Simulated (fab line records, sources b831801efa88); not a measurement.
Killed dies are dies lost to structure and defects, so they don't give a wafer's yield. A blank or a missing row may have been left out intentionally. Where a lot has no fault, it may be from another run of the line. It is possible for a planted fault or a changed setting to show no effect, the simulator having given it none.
Which tool is to blame? + flow sky130 + 18 wafers from 6 lots sampled at 2 of the route's 708 steps

WHAT THE GAUGES SHOWED, per wafer
SKY_VT_ADJUST_HVTP_TW_MEAS_11.
| lot  | measured     | on            | VT_ADJUST_HVTP_TW |
|------|--------------|---------------|-------------------|
| L457 | day 6 03:55  | film_metro-02 | 1363 1360 1354    |
| L459 | day 6 17:13  | film_metro-03 | 1373 1369 1375    |
| L462 | day 7 12:43  | film_metro-01 | 1351 1346 1344    |
| L465 | day 8 21:01  | film_metro-01 | 1355 1353 1353    |
| L470 | day 9 16:55  | film_metro-01 | 1342 1338 1341    |
| L477 | day 11 13:59 | film_metro-01 | 1397 1399 1398    |

EACH LOT AND THE TOOL THAT RAN IT (in order: tool; ch and the chambers of the sampled wafers; start)
| lot  | SKY_VT_ADJUST_HVTP_IMPLANT_09   |
|------|---------------------------------|
| L457 | implanter-02 ch 0, day 6 03:40  |
| L459 | implanter-02 ch 0, day 6 16:58  |
| L462 | implanter-01 ch 0, day 7 12:28  |
| L465 | implanter-01 ch 0, day 8 20:46  |
| L470 | implanter-01 ch 0, day 9 16:41  |
| L477 | implanter-03 ch 0, day 11 13:46 |
- SKY_VT_ADJUST_HVTP_IMPLANT_09

THE ANSWER, worked out from the rows above alone
Rule: the lots themselves supply what counts as usual. Put in order of their means at a reading, lots are off if they are a third of the lots or fewer, leave a main group of 4 or more, and stand apart from it by a gap of 3 or more times the standard deviation of the main group's means; of several such gaps the widest counts. If all means in a main group match to the digits the tables above print for the reading, that group is not used. Also off: a lot with no number at a reading for which 4 or more lots have one. Where the step has rows for the other lots, those lots are counted as sound.
No lot is off on any of the readings shown, so nothing can be concluded from this.

WHAT HAD BEEN PUT IN BY THE SIMULATOR
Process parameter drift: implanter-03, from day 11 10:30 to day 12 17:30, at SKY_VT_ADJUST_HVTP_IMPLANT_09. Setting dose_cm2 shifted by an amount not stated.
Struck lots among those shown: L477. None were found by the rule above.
